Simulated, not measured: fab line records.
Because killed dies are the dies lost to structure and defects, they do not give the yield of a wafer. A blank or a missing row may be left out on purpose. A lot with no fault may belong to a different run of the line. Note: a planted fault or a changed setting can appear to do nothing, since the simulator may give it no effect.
Matching of chambers -- flow sky130 -- 4 sister chambers for SKY_METAL3_ETCH_17 on rie_diel-04
The step etches SiO2 in C4F8/O2/Ar, stops on TiN, time 3.9 s, target depth 15 nm. 16 wafers are shown with their chamber, then 8 later ones without.

## EACH WAFER AND ITS CHAMBER
wafer,chamber,oes_product_au (a.u.)
L080.1,3,0.756
L080.3,2,0.759
L080.4,1,0.763
L081.1,1,0.756
L081.3,2,0.763
L081.4,0,0.751
L082.1,0,0.752
L082.2,1,0.763
L082.3,3,0.749
L082.4,2,0.754
L082.5,3,0.748
L082.6,0,0.747
L083.2,3,0.735
L083.3,0,0.739
L083.4,1,0.743
L084.2,0,0.750

SIGNATURES, as means of the wafers listed above
reading,chamber 0,chamber 1,chamber 2,chamber 3,scatter within a chamber
oes_product_au,0.74780,0.75625,0.75867,0.74700,0.00735
Rule: for a wafer and a chamber, the distance is found by dividing, reading by reading, the gap between the wafer's reading and the chamber's mean by the reading's scatter, squaring, summing and taking the root. The wafer belongs to the nearest chamber; if the next one is less than 2 further off, it can't be placed. The scatter is the square root of a quotient: the sum, over the shown wafers, of each reading's squared deviation from its chamber's mean, divided by wafers minus chambers.

## WAFERS WITH NO CHAMBER GIVEN
wafer,oes_product_au (a.u.)
L084.4,0.756
L084.5,0.749
L090.2,0.760
L090.3,0.748
L090.6,0.748
L096.1,0.756
L096.2,0.746
L096.5,0.760

## WHICH CHAMBER EACH ONE RAN IN
wafer,from the rows above,in truth
L084.4,can't be placed: 1 or 2 or 0 or 3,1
L084.5,can't be placed: 0 or 3 or 1 or 2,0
L090.2,can't be placed: 2 or 1 or 0 or 3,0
L090.3,can't be placed: 0 or 3 or 1 or 2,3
L090.6,can't be placed: 0 or 3 or 1 or 2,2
L096.1,can't be placed: 1 or 2 or 0 or 3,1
L096.2,can't be placed: 3 or 0 or 1 or 2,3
L096.5,can't be placed: 2 or 1 or 0 or 3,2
Placed correctly: 0 of 8. Not placeable from these rows: 8 (in 8, the candidates include the true chamber). 0 placed wrongly.
